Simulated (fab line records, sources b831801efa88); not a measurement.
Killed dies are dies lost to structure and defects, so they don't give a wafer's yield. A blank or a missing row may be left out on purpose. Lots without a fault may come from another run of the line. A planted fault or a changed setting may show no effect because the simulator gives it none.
Tool commonality check | flow gf180mcu | 12 lots, 36 wafers sampled

WHY IT WAS OPENED
At GF_VT_IMPLANT_RS_MEAS_46 the reading MVSD_RS is flagged on 2 of 12 lots. Wafers without a fault read 456.7 ohm/sq, standard deviation 1.1.
Rule: a lot is flagged when every wafer of it that has a number lies more than 4 standard deviations from that mean, or none has a number. The other lots count as sound.

lot  | measured     | on            | MVSD_RS (ohm/sq), wafer by wafer | flag
L713 | day 7 21:14  | film_metro-02 | 455.1 456.3 457.8                |
L714 | day 8 02:34  | film_metro-02 | 456.2 456.8 455.8                |
L715 | day 8 08:58  | film_metro-01 | 456.7 456.9 457.1                |
L718 | day 9 06:16  | film_metro-01 | 456.0 457.2 458.6                |
L723 | day 10 15:55 | film_metro-02 | 456.6 456.8 456.8                |
L724 | day 11 01:00 | film_metro-02 | 514.1 514.4 514.6                | FLAGGED
L725 | day 11 04:35 | film_metro-04 | 517.7 516.6 515.9                | FLAGGED
L728 | day 12 01:59 | film_metro-01 | 456.7 455.6 455.3                |
L730 | day 12 12:23 | film_metro-01 | 455.8 455.6 455.9                |
L731 | day 12 19:00 | film_metro-04 | 459.2 458.0 458.8                |
L732 | day 13 03:04 | film_metro-04 | 455.8 456.2 456.4                |
L733 | day 13 10:01 | film_metro-01 | 458.4 459.0 459.0                |
The numbers of the flagged lots are 515.5 ohm/sq on average: +58.8 ohm/sq against the usual, or +53 standard deviations.

WHICH TOOL RAN EACH LOT
The record holds 2 process steps before the reading, out of a route of 602 steps. In each cell: the tool, then ch and the chambers that the sampled wafers went through, then the start.
lot  | flag    | GF_STI_ETCH_14                  | GF_MVSD_IMPLANT_09
L713 |         | rie_si-01 ch 0,3, day 2 07:26   | implanter-04 ch 0, day 4 17:32
L714 |         | rie_si-02 ch 1,2, day 2 11:56   | implanter-04 ch 0, day 4 22:07
L715 |         | rie_si-01 ch 1,2,3, day 2 17:29 | implanter-04 ch 0, day 5 04:10
L718 |         | rie_si-01 ch 0,1,2, day 3 09:05 | implanter-01 ch 0, day 5 21:39
L723 |         | rie_si-02 ch 0,1,2, day 4 11:14 | implanter-01 ch 0, day 7 03:28
L724 | FLAGGED | rie_si-01 ch 1,2, day 4 15:32   | implanter-01 ch 0, day 7 11:09
L725 | FLAGGED | rie_si-02 ch 0,1,3, day 4 20:59 | implanter-01 ch 0, day 7 14:23
L728 |         | rie_si-01 ch 0,1,2, day 5 14:08 | implanter-03 ch 0, day 8 07:56
L730 |         | rie_si-01 ch 2,3, day 5 21:47   | implanter-03 ch 0, day 8 17:52
L731 |         | rie_si-01 ch 0,1, day 6 03:17   | implanter-03 ch 0, day 8 22:54
L732 |         | rie_si-01 ch 0,2,3, day 6 08:23 | implanter-04 ch 0, day 9 05:56
L733 |         | rie_si-01 ch 0,2,3, day 6 14:20 | implanter-03 ch 0, day 9 11:38
What these steps do:
- GF_STI_ETCH_14: etches Si in HBr/Cl2/O2, target depth 360 nm, time 102.9 s.
- GF_MVSD_IMPLANT_09
- GF_VT_IMPLANT_RS_MEAS_46: measures by four-point-probe.

FLAGGED OVER TOTAL, TOOL BY TOOL (the gauges that took the reading come last)
step                     | tool          | lots run | flagged | share of the flagged lots | sound lots run after its first flagged lot
GF_STI_ETCH_14           | rie_si-01     | 9        | 1       | some                      | 5 (L728,L730,L731,L732,L733)
GF_STI_ETCH_14           | rie_si-02     | 3        | 1       | some                      | 0
GF_MVSD_IMPLANT_09       | implanter-01  | 4        | 2       | all                       | 0
GF_MVSD_IMPLANT_09       | implanter-03  | 4        | 0       | none                      | -
GF_MVSD_IMPLANT_09       | implanter-04  | 4        | 0       | none                      | -
GF_VT_IMPLANT_RS_MEAS_46 | film_metro-01 | 5        | 0       | none                      | -
GF_VT_IMPLANT_RS_MEAS_46 | film_metro-02 | 4        | 1       | some                      | 0
GF_VT_IMPLANT_RS_MEAS_46 | film_metro-04 | 3        | 1       | some                      | 2 (L731,L732)

WHAT THE TABLE ALLOWS
1 row of the table ran every flagged lot: implanter-01 at GF_MVSD_IMPLANT_09.
- implanter-01 at GF_MVSD_IMPLANT_09: 2 of its 4 lots flagged. Its last sound lot is L723 (day 7 03:28), its first flagged lot L724 (day 7 11:09): a fault that began between those two fits. Its own readings lie more than 4 standard deviations out on every wafer of the flagged lots: dose_ions_cm2, faraday_current_uA.
One tool is left: implanter-01 at GF_MVSD_IMPLANT_09.

WHAT THE SIMULATOR HAD PUT IN
Process parameter drift: implanter-01, from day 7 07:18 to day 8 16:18, at GF_MVSD_IMPLANT_09. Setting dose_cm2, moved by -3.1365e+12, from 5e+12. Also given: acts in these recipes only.
Lots struck among those shown: L724, L725. The rule above found the same.
